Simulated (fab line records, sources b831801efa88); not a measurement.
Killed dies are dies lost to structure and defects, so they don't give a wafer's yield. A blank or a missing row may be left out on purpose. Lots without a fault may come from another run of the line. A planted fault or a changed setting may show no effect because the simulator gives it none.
A struck lot beside a sound one | flow sky130 | 18 steps out of a route of 708
Sound: wafers L695.1, L695.4, L695.6. Struck: wafers L703.1, L703.2, L703.4. The cause comes at the end.
At each step with rows: each side's tool, then ch and its chambers, then its first start. Under that, the readings that differ: sound wafers | struck wafers | difference of the means | sigmas: that difference in standard deviations of wafers without a fault.
alike: readings whose means differ by less than 2 such deviations, and words and numbers that are the same on both sides. not compared: withheld readings, readings that some wafer has no value for, bounds like >300 that may hide the same value, and numbers for which the record gives no deviation and whose values overlap.
The two part at a step that has a row with sigmas, a row that says differs or no value, or rows on one side only. Numbers that don't overlap but have no deviation are shown without sigmas and don't part them. A reading that every wafer of one side lacks parts them only if that side has two wafers or more.

first, 1 step without rows for these wafers: SKY_PWDE_IMPLANT_08.
SKY_PWDE_STRIP_09: strips in O2/N2.
  sound on plasma_asher-02 ch 0,1, day 4 01:15; struck on plasma_asher-02 ch 0,1, day 5 22:48
  alike: drypump_motor_current_A, o2_flow_sccm, oes_product_au, strip_time_to_endpoint_s
  not compared: rf_hours_counter_h
SKY_PWDE_TW_MEAS_10:
  sound on film_metro-03, day 4 01:21; struck on film_metro-02, day 5 22:54
  alike: PWDE_TW
then, 7 steps without rows for these wafers: SKY_NWELL_DEHYDRATE_03 (time 60 s); SKY_NWELL_HMDS_04 (prime time 60 s); SKY_NWELL_COAT_05 (resist thk 3000 nm); SKY_NWELL_SOFTBAKE_06; SKY_NWELL_EXPOSE_07 (exposes mask NWM, target cd 840 nm); SKY_NWELL_PEB_08; SKY_NWELL_DEVELOP_09 (develop time 60 s).
SKY_NWELL_OVL_MEAS_10:
  sound on overlay-01, day 4 17:53; struck on overlay-02, day 6 17:46
  alike: NWELL_00_OVL
then, 1 step without rows for these wafers: SKY_NWELL_IMPLANT_11.
SKY_NWELL_IMPLANT_12:
  sound on implanter-04 ch 0, day 4 18:04; struck on implanter-03 ch 0, day 6 17:57
  reading                  | sound             | struck            | difference | sigmas
  implant_ion_amu          | 31 31 31          | 75 75 75          | +44        |
  model.implant.rp_nm (nm) | 148.3 148.3 148.3 | 71.35 71.35 71.35 | -76.95     |
then, 1 step without rows for these wafers: SKY_NWELL_IMPLANT_13.
SKY_NWELL_STRIP_14: strips in O2/N2.
  sound on plasma_asher-03 ch 0,1, day 4 18:22; struck on plasma_asher-02 ch 0,1, day 6 18:15
  alike: drypump_motor_current_A, o2_flow_sccm, oes_product_au, strip_time_to_endpoint_s
  not compared: rf_hours_counter_h
SKY_NWELL_TW_MEAS_15:
  sound on film_metro-03, day 4 18:28; struck on film_metro-01, day 6 18:21
  alike: NWELL_TW
then, 1 step without rows for these wafers: SKY_NWELL_DEHYDRATE_16 (time 60 s).
-- the record jumps here: 41 days lie between the struck wafers' starts before and after (it left off in module NWELL and takes up again in module PAD_OPEN, whose first step shown is number 708 of the route) --
SKY_PAD_OPEN_PROBE_99:
  sound on prober-02, day 46 02:47; struck on prober-02, day 47 20:56
  reading                                | sound                         | struck                       | difference | sigmas
  model.etest.nfet_16v.r_on_ohm_um       | 1.397e+04 1.408e+04 1.405e+04 | 1.32e+04 1.311e+04 1.31e+04  | -8.97e+02  |
  model.etest.tip_p.rs_ohm_sq            | 6835 6866 6872                | 7683 7610 7651               | +790       |
  model.etest.pfet_16v.r_on_ohm_um       | 1.506e+04 1.519e+04 1.505e+04 | 1.572e+04 1.57e+04 1.541e+04 | +5.100e+02 |
  model.etest.pfet_g5v0d10v5.r_on_ohm_um | 4666 4663 4684                | 5312 5323 5387               | +670       |
  model.etest.pfet_01v8.r_on_ohm_um      | 2874 2896 2879                | 3077 3174 3103               | +235       |
  model.etest.tip_p_5v.rs_ohm_sq         | 2851 2865 2843                | 2965 2946 2958               | +103       |
  model.etest.pfet_g5v0d10v5.drive_ua_um | 348 348.1 347.5               | 300.9 301.4 299.5            | -47.3      |
  model.etest.pfet_01v8_lvt.drive_ua_um  | 173.7 174.6 173.3             | 139.1 140.3 138.5            | -34.6      |
  alike: killed_at_M0_to_M3, killed_at_M4_up, killed_at_contacts, killed_at_front_end, killed_at_other, killed_dies, killed_open, killed_short

WHERE THEY PART
Nowhere in this record.

WHY: what the simulator had put in
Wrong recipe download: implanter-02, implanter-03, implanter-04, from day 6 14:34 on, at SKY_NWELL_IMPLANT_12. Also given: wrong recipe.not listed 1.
